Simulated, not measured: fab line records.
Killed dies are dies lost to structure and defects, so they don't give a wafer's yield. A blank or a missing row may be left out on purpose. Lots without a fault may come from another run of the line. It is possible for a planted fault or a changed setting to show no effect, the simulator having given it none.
The same fault as seen by 2 desks    flow gf180mcu    numbers are kept per desk, each desk with only its own; the story behind them comes last

FROM THE METROLOGY DESK
What the gauges read for every lot (on any tool): the sampled wafers with a number, averaged. A lot is out of limits, marked OUT, if its mean lies more than 4 standard deviations from the usual mean; the brackets give that distance.
Columns: A = V3_CVD_02_THK at GF_V3_THK_MEAS_03, usual 846 nm; B = cd_nm at GF_TOP_METAL_CD_MEAS_14, usual 440.3 nm; C = TOP_METAL_OVL at GF_TOP_METAL_OVL_MEAS_15, usual -1.2 nm
lot   first seen here  A    B      C
L661  day 21 17:56     842  439.3  -1.1
L662  day 22 00:47     844  445.7  -2.6
L670  day 24 20:37     850  439.6  -2.1
L671  day 25 02:45     843  439.6  -2.0
L672  day 25 04:11     833  443.5  -0.9
L675  day 26 10:13     822  439.5  -0.6
L676  day 26 13:37     843  441.9  -0.1
L677  day 27 09:47     828  439.9  -2.3
L679  day 27 14:58     850  436.2  -1.3
L681  day 28 11:58     850  442.8  -2.6
L683  day 28 22:52     845  441.1  1.6
L682  day 29 01:50     846  441.7  -2.9
Finding of this desk: none of the 12 lots has anything out of limits.

THE TOOL OWNER'S DESK: pecvd-01
The tool's own readings at GF_V3_CVD_02 (deposits SiO2 from TEOS, target thk 850 nm, time 94.851 s): means of the sampled wafers that have a number, for each lot that ran on this tool. A lot is out of limits, marked OUT, if its mean lies more than 4 standard deviations from the usual mean; the brackets give that distance.
Columns: A = heater_power_w at GF_V3_CVD_02, usual 612 W; B = run_length_s at GF_V3_CVD_02, usual 122.5 s
lot   first seen here  A    B
L670  day 24 20:32     535  122.2
L672  day 25 04:06     502  119.7 (-5.3) OUT
L675  day 26 10:08     568  119.9 (-4.8) OUT
L681  day 28 11:53     553  122.3
Finding of this desk: L672, L675 out of limits; the first was L672 at day 25 04:06, on run_length_s at GF_V3_CVD_02. In limits: L670, L681.

TAKEN TOGETHER
An alarm could have come from the tool owner's desk at day 25 04:06, on L672, L675.
From the metrology desk's view, nothing was out of limits.
The metrology desk has L672, L675 on record, within its limits.
The lots listed all ran GF_V3_CVD_02 on pecvd-01.

WHAT THE SIMULATOR PUT IN
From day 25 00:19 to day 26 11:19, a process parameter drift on pecvd-01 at GF_V3_CVD_02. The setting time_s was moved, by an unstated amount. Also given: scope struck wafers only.
Shown lots that were struck: L672, L675.
Each desk's first reading out of limits, in hours after the fault started: the tool owner's desk, 4.
